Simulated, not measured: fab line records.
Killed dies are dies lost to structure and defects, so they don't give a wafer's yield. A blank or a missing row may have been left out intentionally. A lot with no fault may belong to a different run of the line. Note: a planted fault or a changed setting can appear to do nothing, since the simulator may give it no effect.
Matching of chambers	flow sfqLine	rieDiel-02 running SFQ_TRILAYER_I3_VIA_BARC_OPEN_VIA_ETCH_121: 4 sister chambers
The step etches BARC in O2, target depth 125 nm, time 41.7 s. 7 wafers are shown with their chamber, then 6 later ones without.

## EACH WAFER AND ITS CHAMBER
wafer	chamber	drypumpMotorCurrentA (A)	rfFwdPowerW (W)
L147.3	2	6.5	495.4
L149.2	2	6.5	494.8
L154.1	3	6.0	497.6
L156.1	0	5.0	496.3
L156.5	1	5.8	492.7
L157.1	1	5.7	488.2
L157.4	0	5.1	496.5

## WAFERS WITHOUT THEIR CHAMBER
wafer	drypumpMotorCurrentA (A)	rfFwdPowerW (W)
L157.6	6.5	496.8
L158.3	5.7	492.4
L158.4	5.1	497.0
L168.1	6.1	495.1
L168.5	5.0	499.1
L168.6	6.0	496.8

## THE CHAMBER EACH PASSED THROUGH
wafer	from the rows above	in truth
L157.6	2	2
L158.3	1	1
L158.4	0	0
L168.1	3	3
L168.5	0	0
L168.6	3	3
6 of 6 placed correctly. Can't be placed from these rows: 0. 0 placed wrongly.
How it was worked out, from the rows above alone: a wafer's distance from a chamber is the root of the sum, over the readings, of the square of ((its reading less the chamber's mean) divided by the reading's scatter). The wafer belongs to the nearest chamber; if the next one is less than 2 further off, it can't be placed. The mean given for a chamber averages the wafers shown for that chamber. How the scatter is found: for the shown wafers, subtract from each reading the mean of its chamber, square and add these, divide the total by (wafers less chambers), then take the root.
